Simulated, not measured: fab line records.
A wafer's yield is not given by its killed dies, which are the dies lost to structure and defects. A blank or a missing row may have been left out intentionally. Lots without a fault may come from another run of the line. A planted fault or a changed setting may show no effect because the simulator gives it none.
Check of tool commonality    flow gf180mcu    Sampled: 13 lots, 45 wafers

== WHAT PROMPTED THE OPENING ==
GF_V5_THK_MEAS_01, reading V5_CVD_00_THK: flagged on 2 of 13 lots. Fault-free wafers read 297.6 nm, with a standard deviation of 2.9.
Rule: a lot gets a flag if all its wafers with a number sit over 4 standard deviations from that mean, or if no wafer of it has a number. All remaining lots are regarded as sound.

lot   measured      on             V5_CVD_00_THK (nm), wafer by wafer   flag
L645  day 26 10:56  film_metro-04  298.8 301.9 296.5                    
L646  day 26 20:14  film_metro-04  590.4 601.5 604.2 590.7 601.5 603.6  FLAGGED
L649  day 27 23:01  film_metro-03  293.7 295.1 294.8                    
L650  day 28 02:07  film_metro-03  584.6 592.3 587.3 584.4 592.4 587.1  FLAGGED
L658  day 30 07:19  film_metro-04  299.9 298.3 300.4                    
L660  day 31 00:53  film_metro-03  298.8 298.0 293.5                    
L661  day 31 12:47  film_metro-03  295.5 293.3 295.6                    
L662  day 31 21:52  film_metro-01  295.5 294.5 295.9                    
L663  day 32 10:24  film_metro-01  304.1 298.5 300.6                    
L665  day 32 10:58  film_metro-03  297.0 298.0 299.8                    
L664  day 32 12:50  film_metro-01  296.1 298.3 300.0                    
L666  day 32 13:41  film_metro-04  306.0 304.2 300.5                    
L667  day 33 03:33  film_metro-03  299.1 300.6 298.6                    
Flagged lots average 593.3 nm: +295.7 nm relative to the usual, that is +99 or more standard deviations.

== EACH LOT AND THE TOOL IT RAN ON ==
Before the reading, the record contains 3 process steps out of a 602-step route. Cell contents, in order: the tool; ch with the chambers the sampled wafers went through; the start.
lot   flag     GF_M4_SPUTTER_01              GF_M5_ETCH_09                       GF_V5_CVD_00
L645           pvd_sputter-02, day 22 13:25  rie_diel-03 ch 0,1,3, day 26 09:50  hdpcvd-02 ch 0,1,2, day 26 10:52
L646  FLAGGED  pvd_sputter-04, day 22 22:46  rie_diel-03 ch 0,1,3, day 26 18:56  hdpcvd-01 ch 0,1,2, day 26 19:58
L649           pvd_sputter-04, day 24 04:30  rie_diel-01 ch 1,2,3, day 27 22:08  hdpcvd-02 ch 0,2, day 27 22:57
L650  FLAGGED  pvd_sputter-01, day 24 07:50  rie_diel-02 ch 0,1, day 28 00:49    hdpcvd-02 ch 1,2, day 28 01:51
L658           pvd_sputter-01, day 26 19:54  rie_diel-03 ch 0,1,2, day 30 06:32  hdpcvd-02 ch 0,1,2, day 30 07:16
L660           pvd_sputter-01, day 27 15:16  rie_diel-01 ch 0,2, day 31 00:08    hdpcvd-02 ch 0,1, day 31 00:50
L661           pvd_sputter-02, day 28 04:19  rie_diel-01 ch 0,2, day 31 12:02    hdpcvd-02 ch 1,2, day 31 12:44
L662           pvd_sputter-01, day 28 16:40  rie_diel-01 ch 1,2,3, day 31 21:08  hdpcvd-02 ch 1,2, day 31 21:50
L663           pvd_sputter-02, day 29 05:42  rie_diel-02 ch 0,1, day 32 09:32    hdpcvd-01 ch 0,1, day 32 10:22
L665           pvd_sputter-04, day 29 08:41  rie_diel-01 ch 0,3, day 32 10:11    hdpcvd-02 ch 0,1,2, day 32 10:55
L664           pvd_sputter-02, day 29 09:08  rie_diel-01 ch 1,2,3, day 32 12:04  hdpcvd-02 ch 0,1,2, day 32 12:47
L666           pvd_sputter-04, day 29 11:20  rie_diel-03 ch 2,3, day 32 12:56    hdpcvd-01 ch 0,2, day 32 13:38
L667           pvd_sputter-01, day 30 00:53  rie_diel-02 ch 1,3, day 33 02:49    hdpcvd-01 ch 0,1, day 33 03:30
What is done by these steps:
- GF_M4_SPUTTER_01: material TiN, target thk 30 nm, time 25 s.
- GF_M5_ETCH_09: etches Si3N4 in CF4/O2, target depth 52 nm, time 11.6 s.
- GF_V5_CVD_00: deposits SiO2, target thk 300 nm, time 50 s.
- GF_V5_THK_MEAS_01

== FLAGGED OVER TOTAL, TOOL BY TOOL (the gauges that took the reading come last) ==
step               tool            lots run  flagged  share of the flagged lots  sound lots run after its first flagged lot
GF_M4_SPUTTER_01   pvd_sputter-01  5         1        some                       4 (L658,L660,L662,L667)
GF_M4_SPUTTER_01   pvd_sputter-02  4         0        none                       -
GF_M4_SPUTTER_01   pvd_sputter-04  4         1        some                       3 (L649,L665,L666)
GF_M5_ETCH_09      rie_diel-01     6         0        none                       -
GF_M5_ETCH_09      rie_diel-02     3         1        some                       2 (L663,L667)
GF_M5_ETCH_09      rie_diel-03     4         1        some                       2 (L658,L666)
GF_V5_CVD_00       hdpcvd-01       4         1        some                       3 (L663,L666,L667)
GF_V5_CVD_00       hdpcvd-02       9         1        some                       6 (L658,L660,L661,L662,L665,L664)
GF_V5_THK_MEAS_01  film_metro-01   3         0        none                       -
GF_V5_THK_MEAS_01  film_metro-03   6         1        some                       4 (L660,L661,L665,L667)
GF_V5_THK_MEAS_01  film_metro-04   4         1        some                       2 (L658,L666)

== WHAT IS ALLOWED BY THE TABLE ==
No row of the table ran every flagged lot.

== WHAT WAS PUT IN BY THE SIMULATOR ==
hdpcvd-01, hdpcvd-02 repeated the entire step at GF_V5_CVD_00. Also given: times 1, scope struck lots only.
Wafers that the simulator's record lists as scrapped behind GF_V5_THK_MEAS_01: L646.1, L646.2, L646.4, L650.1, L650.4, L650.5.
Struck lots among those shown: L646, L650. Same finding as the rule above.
